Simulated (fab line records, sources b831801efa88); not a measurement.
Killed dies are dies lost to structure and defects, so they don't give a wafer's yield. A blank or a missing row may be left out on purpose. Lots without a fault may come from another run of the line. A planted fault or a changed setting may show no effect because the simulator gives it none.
fab line records | flow sky130
record lots=13 wafers=39 last_day=50
route steps=708 shown FIELD_ISO@26 VT_ADJUST_NCORE@130 SONOS_ONO@171 GATE_OXIDE@198
lots that met no fault: from a run of the same line without faults
start_h: hours from the record's first day to the start of the lot's first wafer shown | wait_h: hours since the lot's step before | " the same as in the row above | L1.1+2: a row that stands for several wafers | - no value, or no start given | * or withheld: withheld | < > ~ a bound
route shown NAME@n: a module of which the file shows steps, and the number in the route of the first | usual: mean/standard deviation of fault-free wafers | same: alike in all rows | chamber/n: place in a boat | sites: the reading at each site | _std_site: their standard deviation | _edge_site: outer sites' mean less inner sites' | radius_mm: how far each site lies from the wafer's centre | mask NAME#n: copy n | behind: the tool/chamber that last shaped the wafer | hold: why the lot was held/for how many hours/how that ended | device: the transistor (n, p or np) that didn't switch | end of line: the same wafers' tests at the end of the route | a step without rows: its recipe alone | killed: dies lost to structure and defects at the first sort, not the wafer's yield | map: a wafer's dies, x killed, . not, _ none there
set.NAME: the setting as run; set.NAME@STEP: as run at that earlier step | model.NAME: the simulator's own value behind a step, which no gauge read
steps of the route over a sample of lots; a table a step, a row a wafer
services: from which hour (start_h, from the record's first day; less than 0 if before it) a tool's chamber was out of use, for how many hours, and why
## steps
# step SKY_FIELD_ISO_THK_MEAS_25
# recipe reads=SiO2_of_FIELD_ISO_CVD_24
# usual FIELD_ISO_CVD_24_THK=592/6
# columns lot.wafer tool chamber start_h wait_h FIELD_ISO_CVD_24_THK[nm]
L827.3 film_metro-04 - 61.23 0.1 591
L827.4 " - " " 595
L827.5 " - " " 591
L828.3 film_metro-03 - 69.21 0.1 589
L828.5 " - " " 591
L828.6 " - " " 586
L831.3 film_metro-02 - 85.21 0.1 605
L831.5 " - " " 604
L831.6 " - " " 600
L834.3 film_metro-02 - 98.76 0.1 599
L834.5 " - " " 589
L834.6 " - " " 600
L835.1 film_metro-04 - 106.12 0.0 593
L835.2 " - " " 596
L835.6 " - " " 593
L836.1 film_metro-04 - 108.41 0.0 596
L836.4 " - " " 587
L836.6 " - " " 599
L838.1 film_metro-02 - 118.80 0.0 584
L838.5 " - " " 582
L838.6 " - " " 591
L839.4 film_metro-03 - 124.41 0.0 594
L839.5 " - " " 594
L839.6 " - " " 589
L840.1 film_metro-02 - 129.32 0.0 592
L840.2 " - " " 585
L840.6 " - " " 599
L841.1 film_metro-04 - 137.41 0.0 587
L841.2 " - " " 594
L841.5 " - " " 591
L842.3 film_metro-04 - 140.39 0.1 602
L842.4 " - " " 611
L842.6 " - " " 600
L843.2 film_metro-04 - 148.13 0.0 594
L843.3 " - " " 591
L843.5 " - " " 594
L844.1 film_metro-02 - 152.33 0.0 595
L844.2 " - " " 591
L844.3 " - " " 589
# step SKY_VT_ADJUST_NCORE_TW_MEAS_11
# usual VT_ADJUST_NCORE_TW=220.5/1.2
# columns lot.wafer tool chamber start_h wait_h VT_ADJUST_NCORE_TW
L827.3 film_metro-04 - 224.07 0.1 220.6
L827.4 " - " " 221.5
L827.5 " - " " 221.0
L828.3 film_metro-03 - 236.86 0.1 217.4
L828.5 " - " " 217.7
L828.6 " - " " 219.2
L831.3 film_metro-03 - 255.11 0.1 217.7
L831.5 " - " " 219.1
L831.6 " - " " 218.0
L834.3 film_metro-02 - 271.06 0.1 220.3
L834.5 " - " " 219.9
L834.6 " - " " 220.8
L835.1 film_metro-03 - 279.58 0.1 217.3
L835.2 " - " " 219.4
L835.6 " - " " 219.0
L836.1 film_metro-03 - 287.24 0.1 219.2
L836.4 " - " " 220.2
L836.6 " - " " 217.8
L838.1 film_metro-02 - 301.19 0.1 220.9
L838.5 " - " " 219.9
L838.6 " - " " 220.4
L839.4 film_metro-04 - 304.42 0.1 220.8
L839.5 " - " " 223.0
L839.6 " - " " 222.2
L840.1 film_metro-02 - 313.55 0.1 220.9
L840.2 " - " " 219.7
L840.6 " - " " 221.2
L841.1 film_metro-04 - 322.24 0.1 220.5
L841.2 " - " " 221.2
L841.5 " - " " 221.6
L842.3 film_metro-02 - 329.06 0.1 219.4
L842.4 " - " " 220.2
L842.6 " - " " 220.1
L843.2 film_metro-02 - 343.25 0.1 218.9
L843.3 " - " " 219.5
L843.5 " - " " 222.0
L844.1 film_metro-04 - 347.34 0.1 219.5
L844.2 " - " " 220.1
L844.3 " - " " 220.7
# step SKY_SONOS_ONO_THK_MEAS_03
# recipe reads=Si3N4_of_SONOS_ONO_CVD_02
# usual SONOS_ONO_CVD_02_THK=10.54/0.13
# columns lot.wafer tool chamber start_h wait_h SONOS_ONO_CVD_02_THK[nm]
L827.3 film_metro-02 - 297.56 0.0 10.61
L827.4 " - " " 10.41
L827.5 " - " " 10.68
L828.3 film_metro-04 - 314.55 0.0 10.51
L828.5 " - " " 10.55
L828.6 " - " " 10.48
L831.3 film_metro-04 - 338.23 0.0 10.58
L831.5 " - " " 10.67
L831.6 " - " " 10.62
L834.3 film_metro-02 - 352.73 0.0 10.55
L834.5 " - " " 10.61
L834.6 " - " " 10.70
L835.1 film_metro-04 - 362.85 0.0 10.57
L835.2 " - " " 10.64
L835.6 " - " " 10.66
L836.1 film_metro-03 - 371.10 0.0 10.54
L836.4 " - " " 10.59
L836.6 " - " " 10.47
L838.1 film_metro-02 - 385.66 0.0 10.56
L838.5 " - " " 10.52
L838.6 " - " " 10.57
L839.4 film_metro-02 - 393.17 0.0 10.60
L839.5 " - " " 10.76
L839.6 " - " " 10.76
L840.1 film_metro-04 - 401.55 0.0 10.58
L840.2 " - " " 10.66
L840.6 " - " " 10.55
L841.1 film_metro-03 - 411.29 0.0 10.68
L841.2 " - " " 10.70
L841.5 " - " " 10.60
L842.3 film_metro-04 - 422.02 0.0 10.19
L842.4 " - " " 10.47
L842.6 " - " " 10.43
L843.2 film_metro-02 - 435.21 0.0 10.23
L843.3 " - " " 10.28
L843.5 " - " " 10.23
L844.1 film_metro-04 - 439.24 0.0 10.62
L844.2 " - " " 10.44
L844.3 " - " " 10.59
# step SKY_GATE_OXIDE_IMPLANT_11
# recipe species=B energy_kev=10 dose_cm2=2.6e+12 tilt_deg=withheld
# usual dose_ions_cm2=2.6009e+12/2.6e+09 end_station_pressure_torr=5.03e-06/2.6e-07 faraday_current_uA=14.7/0.31
# columns lot.wafer tool chamber start_h wait_h dose_ions_cm2 end_station_pressure_torr faraday_current_uA
L827.3 implanter-01 0 354.92 0.1 1.8462e+12 5.08e-06 10.4
L827.4 " 0 " " 1.8466e+12 4.92e-06 10.4
L827.5 " 0 " " 1.8509e+12 4.84e-06 10.4
L828.3 implanter-01 0 372.32 0.1 1.8495e+12 5.33e-06 10.5
L828.5 " 0 " " 1.8448e+12 5.11e-06 10.2
L828.6 " 0 " " 1.8467e+12 5.25e-06 10.5
L831.3 implanter-03 0 398.21 0.1 2.6039e+12 4.57e-06 14.4
L831.5 " 0 " " 2.6019e+12 4.48e-06 14.4
L831.6 " 0 " " 2.6022e+12 5.11e-06 15.2
L834.3 implanter-02 0 414.47 0.1 2.5991e+12 4.99e-06 15.0
L834.5 " 0 " " 2.5965e+12 5.04e-06 14.9
L834.6 " 0 " " 2.5986e+12 4.88e-06 14.3
L835.1 implanter-03 0 425.51 0.0 2.6018e+12 5.27e-06 14.6
L835.2 " 0 " " 2.6031e+12 5.02e-06 14.8
L835.6 " 0 " " 2.6006e+12 5.31e-06 14.7
L836.1 implanter-03 0 433.91 0.0 2.6019e+12 4.67e-06 14.7
L836.4 " 0 " " 2.6027e+12 5.02e-06 14.3
L836.6 " 0 " " 2.5999e+12 5.06e-06 14.8
L838.1 implanter-02 0 451.27 0.0 2.6023e+12 5.19e-06 14.4
L838.5 " 0 " " 2.5989e+12 5.22e-06 14.5
L838.6 " 0 " " 2.5994e+12 4.62e-06 14.9
L839.4 implanter-01 0 457.65 0.1 2.5993e+12 5.22e-06 14.3
L839.5 " 0 " " 2.6012e+12 4.84e-06 14.7
L839.6 " 0 " " 2.6012e+12 4.82e-06 15.3
L840.1 implanter-01 0 466.32 0.0 2.6004e+12 4.9e-06 14.4
L840.2 " 0 " " 2.6052e+12 4.75e-06 14.8
L840.6 " 0 " " 2.6017e+12 5.44e-06 14.6
L841.1 implanter-01 0 475.12 0.0 2.6026e+12 4.97e-06 14.9
L841.2 " 0 " " 2.6031e+12 4.85e-06 14.7
L841.5 " 0 " " 2.6063e+12 5.07e-06 14.9
L842.3 implanter-02 0 485.97 0.3 2.6032e+12 5.26e-06 15.2
L842.4 " 0 " " 2.6011e+12 5.26e-06 14.6
L842.6 " 0 " " 2.6043e+12 5.03e-06 14.6
L843.2 implanter-01 0 501.24 0.0 2.5986e+12 5.4e-06 14.6
L843.3 " 0 " " 2.5982e+12 5.25e-06 15.0
L843.5 " 0 " " 2.5992e+12 5.18e-06 14.3
L844.1 implanter-03 0 503.71 0.0 2.6021e+12 5.15e-06 14.9
L844.2 " 0 " " 2.6031e+12 5.2e-06 14.7
L844.3 " 0 " " 2.5996e+12 4.89e-06 15.2
# step SKY_GATE_OXIDE_TW_MEAS_14
# usual GATE_OXIDE_TW=225.3/0.97
# columns lot.wafer tool chamber start_h wait_h GATE_OXIDE_TW
L827.3 film_metro-02 - 355.24 0.1 203.1
L827.4 " - " " 202.9
L827.5 " - " " 204.2
L828.3 film_metro-04 - 372.64 0.1 204.7
L828.5 " - " " 205.9
L828.6 " - " " 205.3
L831.3 film_metro-04 - 398.54 0.1 226.5
L831.5 " - " " 227.6
L831.6 " - " " 227.2
L834.3 film_metro-01 - 414.80 0.1 224.3
L834.5 " - " " 225.7
L834.6 " - " " 224.7
L835.1 film_metro-02 - 425.87 0.1 224.9
L835.2 " - " " 225.2
L835.6 " - " " 226.6
L836.1 film_metro-01 - 434.27 0.1 224.2
L836.4 " - " " 226.0
L836.6 " - " " 223.4
L838.1 film_metro-02 - 451.62 0.1 223.9
L838.5 " - " " 224.3
L838.6 " - " " 223.2
L839.4 film_metro-04 - 457.96 0.1 226.1
L839.5 " - " " 225.8
L839.6 " - " " 224.9
L840.1 film_metro-01 - 466.68 0.1 224.1
L840.2 " - " " 225.3
L840.6 " - " " 224.1
L841.1 film_metro-01 - 475.47 0.1 224.4
L841.2 " - " " 225.6
L841.5 " - " " 224.6
L842.3 film_metro-02 - 486.30 0.1 224.8
L842.4 " - " " 224.8
L842.6 " - " " 224.6
L843.2 film_metro-02 - 501.59 0.1 223.9
L843.3 " - " " 225.6
L843.5 " - " " 225.3
L844.1 film_metro-02 - 504.06 0.1 225.2
L844.2 " - " " 224.8
L844.3 " - " " 223.7
## services
# columns tool chamber start_h hours kind
implanter-02 - 332.34 5.2 pm
implanter-01 - 336.88 0.9 repair
implanter-01 - 357.57 1.5 repair
implanter-03 - 364.07 10.3 pm
implanter-02 - 372.14 5.8 pm
implanter-01 - 381.44 1.0 repair
implanter-01 - 402.45 4.3 pm
implanter-03 - 417.47 5.4 repair
implanter-02 - 429.40 4.1 repair
implanter-01 - 443.61 3.8 repair
implanter-03 - 479.74 6.4 pm
implanter-01 - 485.16 9.9 pm
## key
first_sign step=SKY_GATE_OXIDE_IMPLANT_11 reading=dose_ions_cm2 direction=down sigmas=99+ usual=* struck=*
effect step=SKY_GATE_OXIDE_IMPLANT_11 reading=faraday_current_uA direction=down sigmas=14 usual=14.7 struck=10.4
effect step=SKY_GATE_OXIDE_TW_MEAS_14 reading=GATE_OXIDE_TW direction=down sigmas=21 usual=225.3 struck=204.4
met_at SKY_GATE_OXIDE_IMPLANT_11
struck_lots L827,L828
tester_left_out L827,L828
not_acting_at SKY_FIELD_ISO_THK_MEAS_25,SKY_VT_ADJUST_NCORE_TW_MEAS_11,SKY_SONOS_ONO_THK_MEAS_03
fault kind=process_parameter_drift tool=implanter-01 chamber=- onset_h=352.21 steps=SKY_GATE_OXIDE_IMPLANT_11 channel=dose_cm2 offset=* shape=step end_h=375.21 acts_in=* stated=*
# tester_left_out: of these lots the tester's yield and bins aren't shown, on N5 and GAA mostly nor the transistor test; their killed dies are dies lost to structure and defects alone, not to doping, threshold or leakage, so they don't give the yield
